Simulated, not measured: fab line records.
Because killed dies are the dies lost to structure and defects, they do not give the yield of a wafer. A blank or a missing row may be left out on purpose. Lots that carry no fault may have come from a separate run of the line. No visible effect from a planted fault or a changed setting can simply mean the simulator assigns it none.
2 desks looking at one fault ; flow sky130 ; each desk has only its own numbers; what lay behind them comes last

## TOOL OWNER'S DESK, pvd_sputter-03
At SKY_LOCAL_INTERCONNECT_SPUTTER_00 (material TiN, target thk 100 nm, time 83.3 s) the tool's own readings: per lot run on this tool, the mean of the sampled wafers that have a number. The brackets show how far a lot's mean lies from the usual mean; more than 4 standard deviations puts the lot out of limits, marked OUT.
Columns: A = substrate_temp_c at SKY_LOCAL_INTERCONNECT_SPUTTER_00, usual 299.99 C; B = throttle_valve_pct at SKY_LOCAL_INTERCONNECT_SPUTTER_00, usual 30.2 %
lot;first seen here;A;B
L689;day 29 23:46;299.89;29.9
L690;day 30 12:10;300.11;30.6
L695;day 32 04:59;300.07;30.6
L696;day 32 12:02;300.21;30.6
L705;day 35 07:49;300.00;30.4
L708;day 36 01:38;300.15;29.8
This desk's verdict: no lot among the 6 shows anything out of limits.

## METROLOGY DESK
What the gauges read for every lot (on any tool): the sampled wafers with a number, averaged. The brackets show how far a lot's mean lies from the usual mean; more than 4 standard deviations puts the lot out of limits, marked OUT.
Columns: A = SD_N_OVL at SKY_SD_N_OVL_MEAS_08, usual -0.1 nm; B = LOCAL_INTERCONNECT_TIN_RS at SKY_LOCAL_INTERCONNECT_RS_MEAS_01, usual 14.17 ohm/sq; C = LOCAL_INTERCONNECT_TIN_THK at SKY_LOCAL_INTERCONNECT_THK_MEAS_02, usual 98.9 nm
lot;first seen here;A;B;C
L687;day 28 02:42;-1.7;14.25;98.1
L689;day 28 17:23;-1.4;14.36;97.7
L690;day 29 05:08;-0.9;14.14;98.6
L695;day 30 22:40;-0.2;28.03 (+77) OUT;61.4 (-29) OUT
L696;day 31 04:24;2.2;28.83 (+81) OUT;60.0 (-30) OUT
L704;day 33 18:40;0.3;14.09;99.5
L705;day 34 02:08;0.4;14.20;98.7
L707;day 34 13:46;-1.0;14.31;97.9
L708;day 34 20:43;-0.5;14.29;98.0
L710;day 35 17:34;-1.5;14.11;99.4
This desk's result: L695, L696 out of limits, first on L695 (LOCAL_INTERCONNECT_TIN_RS at SKY_LOCAL_INTERCONNECT_RS_MEAS_01), day 32 05:06. L687, L689, L690, L704, L705, L707, L708, L710 stayed within limits.

## PUT TOGETHER
The metrology desk could have raised an alarm at day 32 05:06, on L695, L696.
The tool owner's desk saw nothing out of limits.
Tool owner's desk: L695, L696 on record, inside its limits.
On pvd_sputter-03, each named lot ran SKY_LOCAL_INTERCONNECT_SPUTTER_00.

## WHAT HAD BEEN PUT IN BY THE SIMULATOR
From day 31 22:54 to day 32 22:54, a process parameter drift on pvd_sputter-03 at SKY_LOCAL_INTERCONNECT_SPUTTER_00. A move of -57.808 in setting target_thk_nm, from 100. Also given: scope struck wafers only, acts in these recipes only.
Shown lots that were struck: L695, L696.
Delay in hours, fault start to first out-of-limits reading, per desk: metrology desk 6.
